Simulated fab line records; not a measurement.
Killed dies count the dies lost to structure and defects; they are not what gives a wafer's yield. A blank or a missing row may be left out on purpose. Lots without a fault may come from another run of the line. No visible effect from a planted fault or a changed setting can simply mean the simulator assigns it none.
Which tool is to blame? | flow gf180mcu | at 1 step of a route of 602, 12 lots with 36 wafers sampled

## WHAT EACH GAUGE READ, for each wafer
GF_V3_THK_MEAS_03.
lot  | measured     | on           | V3_CVD_02_THK (nm)
L075 | day 21 18:33 | filmMetro-01 | 833 849 862
L077 | day 22 12:31 | filmMetro-04 | 845 848 846
L079 | day 23 06:18 | filmMetro-01 | 836 834 850
L081 | day 24 03:11 | filmMetro-02 | 858 871 870
L083 | day 24 18:28 | filmMetro-02 | 847 829 854
L085 | day 25 11:49 | filmMetro-04 | 842 849 839
L087 | day 25 23:38 | filmMetro-04 | 837 835 853
L089 | day 26 18:01 | filmMetro-04 | 844 857 866
L091 | day 27 06:39 | filmMetro-02 | 842 857 864
L093 | day 27 17:16 | filmMetro-04 | 850 851 860
L095 | day 28 08:00 | filmMetro-04 | 835 867 852
L097 | day 28 20:28 | filmMetro-04 | 848 847 842

## TOOL THAT RAN EACH LOT (tool first, then ch and the chambers of the sampled wafers, then the start)
The record shows no process step preceding these readings.

## THE ANSWER, worked out from the rows above alone
Rule: the lots themselves supply what counts as usual. Put in order of their means at a reading, lots are off if they are a third of the lots or fewer, leave a main group of 4 or more, and stand apart from it by a gap of 3 or more times the standard deviation of the main group's means; of several such gaps the widest counts. Not used: any main group whose means are identical at the precision the tables above print for the reading. A lot without any number at a reading at which 4 lots or more have one is off too. All remaining lots with rows at the step are treated as sound.
None of the lots is off at any reading shown; this tells nothing.

## WHAT THE SIMULATOR HAD PUT IN
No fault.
